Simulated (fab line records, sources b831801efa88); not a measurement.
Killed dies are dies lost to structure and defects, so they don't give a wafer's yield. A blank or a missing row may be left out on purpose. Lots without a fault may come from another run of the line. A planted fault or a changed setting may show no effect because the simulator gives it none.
Which tool did it? | flow sfq_line | 14 lots, 42 wafers sampled, at 1 step of a route of 325

WHAT THE GAUGES READ, wafer by wafer
The record holds no reading of a measuring or inspecting step that can be judged against a usual standard deviation.

WHICH TOOL RAN EACH LOT (tool, then ch and the chambers of the sampled wafers, then the start)
lot  | SFQ_TRILAYER_I0_VIA_LITHO_PEB_034
L127 | litho_track-03 ch 0, day 16 04:10
L129 | litho_track-02 ch 0, day 16 20:58
L131 | litho_track-02 ch 0, day 18 01:44
L132 | litho_track-02 ch 0, day 18 06:37
L133 | litho_track-02 ch 0, day 19 01:49
L139 | litho_track-01 ch 0, day 20 18:57
L141 | litho_track-03 ch 0, day 21 01:02
L142 | litho_track-01 ch 0, day 22 17:29
L144 | litho_track-01 ch 0, day 23 12:43
L145 | litho_track-01 ch 0, day 24 01:58
L146 | litho_track-03 ch 0, day 24 13:53
L147 | litho_track-01 ch 0, day 24 22:17
L148 | litho_track-02 ch 0, day 25 17:07
L150 | litho_track-03 ch 0, day 26 22:30
- SFQ_TRILAYER_I0_VIA_LITHO_PEB_034: peb time 60 s.

WHAT THE TOOLS THEMSELVES READ (means of the sampled wafers that have a number; where no wafer has one, the mark that the record gives instead)
SFQ_TRILAYER_I0_VIA_LITHO_PEB_034.
lot  | tool           | exhaust_pa (Pa) | heater_power_total_W (W) | plate_temp_C (C)
L127 | litho_track-03 | 44.7            | 79.17                    | 115.01
L129 | litho_track-02 | 44.3            | 79.18                    | 115.05
L131 | litho_track-02 | 45.9            | 79.17                    | 115.13
L132 | litho_track-02 | 45.3            | 71.80                    | 106.92
L133 | litho_track-02 | 45.4            | 71.79                    | 106.95
L139 | litho_track-01 | 44.6            | 79.13                    | 114.95
L141 | litho_track-03 | 43.9            | 79.15                    | 114.86
L142 | litho_track-01 | 45.0            | 79.20                    | 114.87
L144 | litho_track-01 | 44.4            | 79.22                    | 114.86
L145 | litho_track-01 | 45.7            | 79.13                    | 114.95
L146 | litho_track-03 | 44.4            | 79.13                    | 114.87
L147 | litho_track-01 | 45.3            | 79.12                    | 115.01
L148 | litho_track-02 | 44.5            | 79.16                    | 114.95
L150 | litho_track-03 | 44.1            | 79.17                    | 115.26

THE ANSWER, worked out from the rows above alone
Rule: what is usual is taken from the lots themselves. Put in order of their means at a reading, lots are off if they are a third of the lots or fewer, leave a main group of 4 or more, and stand apart from it by a gap of 3 or more times the standard deviation of the main group's means; of several such gaps the widest counts. A main group whose means are all the same, to the digits that the tables above print for the reading, isn't used. A lot without any number at a reading at which 4 lots or more have one is off too. The other lots that the step has rows for count as sound. The gauges are gone through in route order, then the tools' own readings, and for those a lot's mean is taken as printed above. The first step at which some lot is off is used, and at that step the reading that is off furthest; a lot without a number counts as furthest.
Off: L132, L133, at SFQ_TRILAYER_I0_VIA_LITHO_PEB_034 (heater_power_total_W). The main group: mean 79.16 W, standard deviation 0.029.
A tool fits if, at that step or a process step before it, it ran every lot that is off, and no sound lot after the first of them. None of those tried fits.

WHAT THE SIMULATOR HAD PUT IN
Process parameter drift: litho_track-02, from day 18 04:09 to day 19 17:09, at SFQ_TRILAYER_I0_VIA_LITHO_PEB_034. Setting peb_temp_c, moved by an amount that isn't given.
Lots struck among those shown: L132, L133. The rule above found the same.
